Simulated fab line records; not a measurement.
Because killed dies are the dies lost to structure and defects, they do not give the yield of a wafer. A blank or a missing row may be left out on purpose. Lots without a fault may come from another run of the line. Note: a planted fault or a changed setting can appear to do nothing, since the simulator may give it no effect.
2 desks, one fault | flow gf180mcu | every desk sees just its own numbers, and what lay behind them comes last

== AT THE METROLOGY DESK ==
What the gauges read, lot by lot, whatever tool the lot ran on: means of the sampled wafers that have a number. A lot is out of limits, marked OUT, if its mean lies more than 4 standard deviations from the usual mean; the brackets give that distance.
Columns: A = DNWELL_TW at GF_DNWELL_TW_MEAS_09, usual 1339; B = LVPWELL_TW at GF_LVPWELL_TW_MEAS_11, usual 560; C = NWELL_RS at GF_VT_IMPLANT_RS_MEAS_47, usual 488.3 ohm/sq; D = LVPWELL_RS at GF_VT_IMPLANT_RS_MEAS_48, usual 1197.6 ohm/sq
lot  | first seen here | A    | B   | C                | D
L547 | day 2 19:17     | 1330 | 563 | 488.4            | 1199.4
L548 | day 2 23:54     | 1337 | 556 | 488.4            | 1195.4
L549 | day 3 05:19     | 1332 | 556 | 489.6            | 1197.6
L550 | day 3 11:27     | 1344 | 554 | 487.4            | 1196.7
L551 | day 3 16:20     | 1330 | 563 | 490.1            | 1198.3
L554 | day 4 09:13     | 1335 | 562 | 477.0 (-8.1) OUT | 1197.5
L556 | day 4 18:16     | 1322 | 563 | 476.1 (-8.7) OUT | 1201.2
L558 | day 5 05:51     | 1334 | 564 | 489.0            | 1198.0
L562 | day 6 02:17     | 1328 | 564 | 488.5            | 1197.2
L565 | day 6 18:32     | 1333 | 566 | 488.0            | 1195.8
L566 | day 6 23:47     | 1345 | 565 | 487.4            | 1198.6
L567 | day 7 06:14     | 1338 | 568 | 485.2            | 1192.9
L570 | day 8 03:02     | 1331 | 562 | 485.8            | 1199.9
This desk's result: L554, L556 out of limits, first on L554 (NWELL_RS at GF_VT_IMPLANT_RS_MEAS_47), day 9 13:21. L547, L548, L549, L550, L551, L558, L562, L565, L566, L567, L570: within limits.

== THE TOOL OWNER'S DESK: implanter-02 ==
GF_NWELL_IMPLANT_08, tool's own readings: per-lot mean of the sampled wafers with a number, covering each lot this tool ran. A lot is out of limits, marked OUT, if its mean lies more than 4 standard deviations from the usual mean; the brackets give that distance.
Columns: A = beam-energy-keV at GF_NWELL_IMPLANT_08, usual 450.00; B = faraday-current-uA at GF_NWELL_IMPLANT_08, usual 84.6
lot  | first seen here | A                        | B
L549 | day 3 17:31     | 450.25                   | 84.5
L551 | day 4 04:55     | 450.04                   | 84.5
L554 | day 4 22:46     | 514.93 (+99 or more) OUT | 86.5
L556 | day 5 08:10     | 515.08 (+99 or more) OUT | 85.2
This desk's finding: out of limits on L554, L556; first on L554, day 4 22:46 (beam-energy-keV at GF_NWELL_IMPLANT_08). L549, L551: within limits.

== TAKEN TOGETHER ==
The tool owner's desk could have raised an alarm at day 4 22:46, on L554, L556.
L554, L556 would have let the metrology desk raise an alarm at day 9 13:21.
On implanter-02, each named lot ran GF_NWELL_IMPLANT_08.

== WHAT THE SIMULATOR HAD PUT IN ==
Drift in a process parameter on implanter-02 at GF_NWELL_IMPLANT_08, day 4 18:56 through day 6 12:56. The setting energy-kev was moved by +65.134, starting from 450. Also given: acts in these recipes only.
Shown lots that were struck: L554, L556.
Counting hours from when the fault started, the first reading out of limits came at 4 for the tool owner's desk and at 114 for the metrology desk.
